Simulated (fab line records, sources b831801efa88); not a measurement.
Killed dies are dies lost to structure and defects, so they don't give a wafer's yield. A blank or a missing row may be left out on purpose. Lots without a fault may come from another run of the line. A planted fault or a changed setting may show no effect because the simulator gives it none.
Which tool did it? | flow gf180mcu | 24 lots, 72 wafers sampled, at 6 steps of a route of 602

WHAT THE GAUGES READ, wafer by wafer
GF_V2_BOW_MEAS_05. Usual: V2_BOW 99 um, standard deviation 7.4.
lot  | measured     | on            | V2_BOW (um) | flag
L074 | day 19 07:23 | film_metro-01 | 100 94 103  |
L075 | day 19 15:52 | film_metro-04 | 97 106 92   |
L076 | day 20 00:10 | film_metro-04 | 106 95 103  |
L078 | day 21 00:55 | film_metro-01 | 96 92 96    |
L077 | day 21 01:16 | film_metro-04 | 90 107 94   |
L079 | day 21 13:38 | film_metro-01 | 91 98 90    |
L080 | day 21 22:42 | film_metro-02 | 106 102 85  |
L081 | day 22 05:39 | film_metro-01 | 98 98 110   |
L082 | day 22 09:10 | film_metro-01 | 109 98 118  |
L083 | day 22 21:51 | film_metro-04 | 105 97 102  |
L084 | day 23 07:54 | film_metro-02 | 96 93 96    |
L085 | day 23 16:15 | film_metro-01 | 94 92 96    |
L086 | day 24 00:04 | film_metro-01 | 109 90 100  |
L087 | day 24 03:19 | film_metro-04 | 95 101 92   |
L088 | day 24 11:58 | film_metro-01 | 100 105 98  |
L089 | day 24 23:19 | film_metro-04 | 85 97 102   |
L090 | day 25 02:31 | film_metro-02 | 113 108 109 |
L091 | day 25 08:49 | film_metro-02 | 104 92 99   |
L092 | day 25 15:14 | film_metro-04 | 106 106 108 |
L093 | day 26 04:19 | film_metro-04 | 96 84 102   |
L094 | day 26 08:13 | film_metro-04 | 100 101 96  |
L095 | day 26 15:37 | film_metro-02 | 101 104 94  |
L096 | day 26 20:45 | film_metro-01 | 85 84 101   |
L097 | day 27 03:54 | film_metro-01 | 107 97 95   |

GF_M3_RS_MEAS_05: measures by four-point-probe. Usual: M3_ALCU_RS 0.0696 ohm/sq, standard deviation 0.00068.
lot  | measured     | on            | M3_ALCU_RS (ohm/sq)  | flag
L074 | day 20 10:14 | film_metro-02 | 0.0693 0.0685 0.0687 |
L075 | day 20 17:47 | film_metro-01 | 0.0689 0.0691 0.0698 |
L076 | day 21 02:49 | film_metro-03 | 0.0697 0.0695 0.0697 |
L078 | day 22 02:02 | film_metro-03 | 0.0695 0.0687 0.0692 |
L077 | day 22 02:23 | film_metro-01 | 0.0709 0.0717 0.0704 |
L079 | day 22 14:47 | film_metro-02 | 0.0688 0.0690 0.0699 |
L080 | day 22 23:40 | film_metro-02 | 0.0703 0.0702 0.0697 |
L081 | day 23 06:22 | film_metro-02 | 0.0690 0.0674 0.0680 |
L082 | day 23 10:10 | film_metro-03 | 0.0696 0.0707 0.0695 |
L083 | day 23 22:42 | film_metro-03 | 0.0689 0.0695 0.0690 |
L084 | day 24 08:28 | film_metro-03 | 0.0688 0.0682 0.0684 |
L085 | day 24 16:22 | film_metro-01 | 0.0696 0.0702 0.0699 |
L086 | day 24 23:15 | film_metro-03 | 0.0701 0.0697 0.0698 |
L087 | day 25 03:04 | film_metro-02 | 0.0699 0.0697 0.0701 |
L088 | day 25 11:44 | film_metro-03 | 0.0696 0.0698 0.0701 |
L089 | day 25 22:15 | film_metro-01 | 0.0703 0.0703 0.0696 |
L090 | day 26 01:56 | film_metro-02 | 0.0699 0.0698 0.0695 |
L091 | day 26 07:50 | film_metro-03 | 0.0696 0.0702 0.0696 |
L092 | day 26 14:43 | film_metro-03 | 0.0702 0.0696 0.0706 |
L093 | day 27 03:09 | film_metro-01 | 0.0687 0.0684 0.0689 |
L094 | day 27 07:24 | film_metro-02 | 0.0695 0.0696 0.0688 |
L095 | day 27 13:44 | film_metro-02 | 0.0692 0.0701 0.0702 |
L096 | day 27 19:46 | film_metro-01 | 0.0699 0.0686 0.0687 |
L097 | day 28 01:43 | film_metro-03 | 0.0698 0.0705 0.0701 |

GF_M4_CD_MEAS_14: target cd 280 nm. Usual: cd_nm 280.2 nm, standard deviation 1.2.
lot  | measured     | on        | cd_nm (nm)        | flag
L074 | day 23 11:50 | cd_sem-01 | 280.5 279.4 279.8 |
L075 | day 23 19:29 | cd_sem-01 | 280.6 280.4 280.4 |
L076 | day 24 02:45 | cd_sem-01 | 277.3 279.6 280.3 |
L078 | day 24 23:45 | cd_sem-01 | 282.5 281.2 282.2 |
L077 | day 25 00:50 | cd_sem-02 | 281.3 281.0 280.4 |
L079 | day 25 11:23 | cd_sem-02 | 279.1 279.6 278.9 |
L080 | day 25 20:11 | cd_sem-01 | 281.7 280.5 280.4 |
L081 | day 26 03:17 | cd_sem-01 | 279.1 279.0 279.7 |
L082 | day 26 06:32 | cd_sem-02 | 280.0 279.8 280.2 |
L083 | day 26 17:07 | cd_sem-01 | 278.7 279.3 278.9 |
L084 | day 27 02:53 | cd_sem-02 | 279.8 280.6 279.9 |
L085 | day 27 10:41 | cd_sem-01 | 278.5 278.7 279.1 |
L086 | day 27 15:51 | cd_sem-02 | 279.9 280.5 280.6 |
L087 | day 27 20:08 | cd_sem-01 | 281.0 280.8 280.0 |
L088 | day 28 05:21 | cd_sem-02 | 280.4 280.0 280.1 |
L089 | day 28 14:06 | cd_sem-01 | 283.6 282.4 281.1 |
L090 | day 28 18:17 | cd_sem-02 | 278.4 278.5 277.9 |
L091 | day 28 22:33 | cd_sem-01 | 280.6 280.8 281.3 |
L092 | day 29 05:56 | cd_sem-01 | 279.2 278.6 279.5 |
L093 | day 29 15:36 | cd_sem-01 | 280.8 281.3 281.8 |
L094 | day 29 20:23 | cd_sem-02 | 281.5 281.1 279.8 |
L095 | day 30 02:56 | cd_sem-02 | 282.0 281.1 281.9 |
L096 | day 30 07:27 | cd_sem-01 | 280.1 278.5 280.5 |
L097 | day 30 13:36 | cd_sem-02 | 279.9 279.3 278.7 |

GF_MIM_RS_MEAS_10: measures by four-point-probe. Usual: MIM_ALCU_RS 0.1594 ohm/sq, standard deviation 0.0016.
lot  | measured     | on            | MIM_ALCU_RS (ohm/sq) | flag
L074 | day 24 13:23 | film_metro-02 | 0.1618 0.1613 0.1614 |
L075 | day 24 20:22 | film_metro-02 | 0.1582 0.1598 0.1598 |
L076 | day 25 03:57 | film_metro-03 | 0.1585 0.1586 0.1597 |
L078 | day 26 00:08 | film_metro-03 | 0.1605 0.1623 0.1618 |
L077 | day 26 01:43 | film_metro-01 | 0.1600 0.1568 0.1606 |
L079 | day 26 11:45 | film_metro-02 | 0.1580 0.1579 0.1564 |
L080 | day 26 20:00 | film_metro-02 | 0.1612 0.1586 0.1595 |
L081 | day 27 03:47 | film_metro-02 | 0.1610 0.1588 0.1602 |
L082 | day 27 06:17 | film_metro-03 | 0.1596 0.1589 0.1603 |
L083 | day 27 17:26 | film_metro-03 | 0.1599 0.1605 0.1599 |
L084 | day 28 02:05 | film_metro-03 | 0.1560 0.1579 0.1557 |
L085 | day 28 09:22 | film_metro-01 | 0.1600 0.1604 0.1586 |
L086 | day 28 14:31 | film_metro-02 | 0.1609 0.1623 0.1614 |
L087 | day 28 19:16 | film_metro-03 | 0.1586 0.1587 0.1599 |
L088 | day 29 04:13 | film_metro-01 | 0.1599 0.1598 0.1601 |
L089 | day 29 12:11 | film_metro-03 | 0.1617 0.1602 0.1609 |
L090 | day 29 17:28 | film_metro-02 | 0.1614 0.1587 0.1576 |
L091 | day 29 21:14 | film_metro-01 | 0.1605 0.1596 0.1602 |
L092 | day 30 03:50 | film_metro-02 | 0.1613 0.1586 0.1610 |
L093 | day 30 13:21 | film_metro-02 | 0.1576 0.1600 0.1573 |
L094 | day 30 18:48 | film_metro-03 | 0.1578 0.1567 0.1596 |
L095 | day 31 00:07 | film_metro-03 | 0.1577 0.1602 0.1579 |
L096 | day 31 05:01 | film_metro-02 | 0.1598 0.1597 0.1609 |
L097 | day 31 10:49 | film_metro-02 | 0.1558 0.1569 0.1580 |

WHICH TOOL RAN EACH LOT (tool, then ch and the chambers of the sampled wafers, then the start)
lot  | GF_M2_SPUTTER_01             | GF_M4_METAL_ETCH_16
L074 | pvd_sputter-03, day 18 05:56 | rie_metal-04 ch 0,1, day 23 12:00
L075 | pvd_sputter-01, day 18 15:29 | rie_metal-02 ch 0,1, day 23 19:38
L076 | pvd_sputter-03, day 18 21:59 | rie_metal-02 ch 0,1, day 24 02:54
L078 | pvd_sputter-03, day 19 23:01 | rie_metal-04 ch 0,1, day 24 23:54
L077 | pvd_sputter-01, day 19 23:38 | rie_metal-03 ch 0, day 25 00:59
L079 | pvd_sputter-04, day 20 11:34 | rie_metal-04 ch 0,1, day 25 11:33
L080 | pvd_sputter-01, day 20 20:43 | rie_metal-02 ch 0,1, day 25 20:20
L081 | pvd_sputter-04, day 21 04:17 | rie_metal-02 ch 0,1, day 26 03:27
L082 | pvd_sputter-01, day 21 07:36 | rie_metal-04 ch 0,1, day 26 06:41
L083 | pvd_sputter-01, day 21 20:53 | rie_metal-03 ch 0,1, day 26 17:15
L084 | pvd_sputter-03, day 22 07:01 | rie_metal-04 ch 0,1, day 27 03:02
L085 | pvd_sputter-01, day 22 16:18 | rie_metal-03 ch 0,1, day 27 10:51
L086 | pvd_sputter-04, day 23 00:41 | rie_metal-03 ch 0, day 27 15:59
L087 | pvd_sputter-03, day 23 03:28 | rie_metal-04 ch 0,1, day 27 20:17
L088 | pvd_sputter-01, day 23 12:44 | rie_metal-02 ch 0,1, day 28 05:30
L089 | pvd_sputter-03, day 24 00:05 | rie_metal-04 ch 0,1, day 28 14:14
L090 | pvd_sputter-01, day 24 02:53 | rie_metal-04 ch 1, day 28 18:29
L091 | pvd_sputter-01, day 24 10:22 | rie_metal-02 ch 0,1, day 28 22:42
L092 | pvd_sputter-01, day 24 16:01 | rie_metal-04 ch 1, day 29 06:06
L093 | pvd_sputter-01, day 25 05:29 | rie_metal-02 ch 0,1, day 29 15:46
L094 | pvd_sputter-01, day 25 09:36 | rie_metal-02 ch 0,1, day 29 20:32
L095 | pvd_sputter-03, day 25 17:08 | rie_metal-03 ch 0,1, day 30 03:05
L096 | pvd_sputter-03, day 25 22:37 | rie_metal-04 ch 0,1, day 30 07:36
L097 | pvd_sputter-04, day 26 05:41 | rie_metal-02 ch 0,1, day 30 13:45
- GF_M2_SPUTTER_01: material TiN, target thk 30 nm, time 25 s.
- GF_M4_METAL_ETCH_16: etches the open film in Cl2/BCl3, stops on SiO2, target depth 627.5 nm, time 104.6 s.

WHAT THE TOOLS THEMSELVES READ (means of the sampled wafers that have a number; where no wafer has one, the mark that the record gives instead)
GF_M2_SPUTTER_01. Usual: throttle_valve_pct 29.7 %, standard deviation 1.
lot  | tool           | throttle_valve_pct (%) | flag
L074 | pvd_sputter-03 | 30.5                   |
L075 | pvd_sputter-01 | 29.2                   |
L076 | pvd_sputter-03 | 30.6                   |
L078 | pvd_sputter-03 | 30.4                   |
L077 | pvd_sputter-01 | 29.1                   |
L079 | pvd_sputter-04 | 29.1                   |
L080 | pvd_sputter-01 | 28.5                   |
L081 | pvd_sputter-04 | 29.0                   |
L082 | pvd_sputter-01 | 29.7                   |
L083 | pvd_sputter-01 | 28.9                   |
L084 | pvd_sputter-03 | 30.4                   |
L085 | pvd_sputter-01 | 29.2                   |
L086 | pvd_sputter-04 | 30.1                   |
L087 | pvd_sputter-03 | 30.0                   |
L088 | pvd_sputter-01 | 29.7                   |
L089 | pvd_sputter-03 | 29.9                   |
L090 | pvd_sputter-01 | 29.7                   |
L091 | pvd_sputter-01 | 30.2                   |
L092 | pvd_sputter-01 | 29.3                   |
L093 | pvd_sputter-01 | 29.6                   |
L094 | pvd_sputter-01 | 29.4                   |
L095 | pvd_sputter-03 | 30.6                   |
L096 | pvd_sputter-03 | 30.4                   |
L097 | pvd_sputter-04 | 30.0                   |

GF_M4_METAL_ETCH_16. Usual: drypump_motor_current_A 5.75 A, standard deviation 0.22; oes_product_au 0.971 a.u., standard deviation 0.0055; throttle_valve_pct 28.250 %, standard deviation 0.01.
lot  | tool         | drypump_motor_current_A (A) | oes_product_au (a.u.) | throttle_valve_pct (%) | flag
L074 | rie_metal-04 | 5.59                        | 0.975                 | 28.241                 |
L075 | rie_metal-02 | 5.82                        | 0.969                 | 28.240                 |
L076 | rie_metal-02 | 5.94                        | 0.970                 | 28.248                 |
L078 | rie_metal-04 | 5.71                        | 0.975                 | 28.244                 |
L077 | rie_metal-03 | 5.79                        | 0.970                 | 28.248                 |
L079 | rie_metal-04 | 5.70                        | 0.969                 | 28.257                 |
L080 | rie_metal-02 | 5.83                        | 0.975                 | 28.242                 |
L081 | rie_metal-02 | 5.97                        | 0.972                 | 28.250                 |
L082 | rie_metal-04 | 5.73                        | 0.972                 | 28.254                 |
L083 | rie_metal-03 | 5.54                        | 0.964                 | 28.246                 |
L084 | rie_metal-04 | 5.72                        | 0.969                 | 28.257                 |
L085 | rie_metal-03 | 5.70                        | 0.962                 | 28.256                 |
L086 | rie_metal-03 | 5.81                        | 0.971                 | 28.244                 |
L087 | rie_metal-04 | 5.59                        | 0.967                 | 28.258                 |
L088 | rie_metal-02 | 5.96                        | 0.971                 | 28.253                 |
L089 | rie_metal-04 | 5.71                        | 0.973                 | 28.261                 |
L090 | rie_metal-04 | 5.82                        | 0.971                 | 28.254                 |
L091 | rie_metal-02 | 5.81                        | 0.965                 | 28.259                 |
L092 | rie_metal-04 | 5.83                        | 0.978                 | 28.250                 |
L093 | rie_metal-02 | 5.82                        | 0.976                 | 28.255                 |
L094 | rie_metal-02 | 5.81                        | 0.973                 | 28.251                 |
L095 | rie_metal-03 | 5.54                        | 0.972                 | 28.243                 |
L096 | rie_metal-04 | 5.59                        | 0.973                 | 28.247                 |
L097 | rie_metal-02 | 5.94                        | 0.971                 | 28.256                 |

THE ANSWER, worked out from the rows above alone
Rule: a lot is off if the mean of its wafers that have a number lies more than 3 standard deviations from the usual mean. A lot without any number at a reading at which 4 lots or more have one is off too. The other lots that the step has rows for count as sound. The gauges are gone through in route order, then the tools' own readings, and for those a lot's mean is taken as printed above. The first step at which some lot is off is used, and at that step the reading that is off furthest; a lot without a number counts as furthest.
No lot is off at any reading shown: from this, nothing can be told.

WHAT THE SIMULATOR HAD PUT IN
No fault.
